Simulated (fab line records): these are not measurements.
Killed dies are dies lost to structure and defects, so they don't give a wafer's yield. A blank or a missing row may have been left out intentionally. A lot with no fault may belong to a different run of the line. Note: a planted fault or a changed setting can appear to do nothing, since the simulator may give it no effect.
Problem report in the 8D (eight disciplines) form, filled by code :: flow sfq-line :: the parts of the form that need people (team, actions taken, sign-off) are left out

## 1. WHAT IS WRONG
M4_NB_RS at SFQ_M4_RS_MEAS_924 reads a mean of 0.816 ohm/sq on 6 wafers of 2 lots; wafers without a fault read 0.888 ohm/sq with a standard deviation of 0.011. Relative to the usual mean, that is a shift of -6.6 standard deviations.
The step: measures by four-point-probe.
First seen on wafer L856.1, day 51 08:11, on film-metro-03. At this step, 42 wafers from 14 lots have a number in the record. By rule, "out" or "out of limits" means more than 4 standard deviations away from the usual mean. The rest of the wafers with a number are treated as sound.

## 2. WHAT IT IS; WHAT IT IS NOT
question: which readings at this step
is: M4_NB_RS
is not: -

question: which lots
is: L856, L861
is not: L838, L840, L842, L843, L844, L845, L846, L850, L851, L852, L853, L860

question: which wafers of those lots
is: all that have a number
is not: -

question: read on which gauges
is: film-metro-02, film-metro-03
is not: film-metro-04

question: when
is: from day 51 08:11
is not: up to then (33 sound wafers); but 3 sound wafers of L860 came after

## 3. THE SUSPECTS, EACH WITH WHAT RULES IT OUT
Counting: a tool stays on the suspect list if, at a process step up to the reading, it processed all lots that are out and no sound lot following the first of them.
- the gauge at SFQ_M4_RS_MEAS_924: ruled out. Those wafers that are out were read across 2 gauges (film-metro-02, film-metro-03).
- pvd-sputter-03 at SFQ_TRILAYER_M4_DEP_SPUTTER_091 (material Nb, target thk 200 nm, time 133.3 s): kept. Every lot that is out went through it, starting with L856 (day 51 08:05), and after that it ran no sound lot; the last sound lot it ran before then is L853 (day 51 04:29). Its own cathode-dc-power-W readings are out on those wafers.
After counting, what remains is pvd-sputter-03 at SFQ_TRILAYER_M4_DEP_SPUTTER_091.

## 4. THE CAUSE (what the simulator had put in)
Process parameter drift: pvd-sputter-03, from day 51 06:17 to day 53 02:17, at SFQ_TRILAYER_M4_DEP_SPUTTER_091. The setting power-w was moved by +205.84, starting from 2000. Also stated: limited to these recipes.
Only this tool survived the counting.

## 5. THE EFFECT CHAIN, in route order
Each row: a reading whose mean over the struck wafers that have a number lies more than 3 standard deviations from the usual. Readings are gone through only where the record gives a usual standard deviation; hours: the median, over the lots, of the time from a lot's start at the first step in this table giving one to that lot's start at this step; sigmas: the change measured in usual standard deviations.
hours: 0
step: SFQ_TRILAYER_M4_DEP_SPUTTER_091
reading: cathode-dc-power-W
usual: 2000.0 W
on struck wafers: 2205.8
change: +205.8
sigmas: +99 or more

hours: 0
step: SFQ_M4_RS_MEAS_924
reading: M4_NB_RS
usual: 0.888 ohm/sq
on struck wafers: 0.816
change: -0.072
sigmas: -6.6

hours: 115
step: SFQ_TRILAYER_M4_ETCH_METAL_ETCH_096
reading: oes-product-au
usual: 0.895 a.u.
on struck wafers: 0.943
change: +0.048
sigmas: +5.8
Process steps it contains:
- SFQ_TRILAYER_M4_DEP_SPUTTER_091: material Nb, target thk 200 nm, time 133.3 s.
- SFQ_TRILAYER_M4_ETCH_METAL_ETCH_096: etches Nb in Cl2/Ar, stops on SiO2, target depth 240 nm, time 120 s.

## 6. HOW IT WOULD HAVE BEEN CAUGHT EARLIER
2 hours passed between the start of the fault at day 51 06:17 and the first reading out of limits at a measuring or inspecting step in this record, taken at day 51 08:11.
The tool's own readings at SFQ_TRILAYER_M4_DEP_SPUTTER_091 were out on every struck wafer that the step has a row for (cathode-dc-power-W): an alarm limit on them would have fired on the first of those.
Lots out: 2; of these, L861 started SFQ_TRILAYER_M4_DEP_SPUTTER_091 on pvd-sputter-03 after day 51 08:11. A hold on the tool at that time would have spared it.
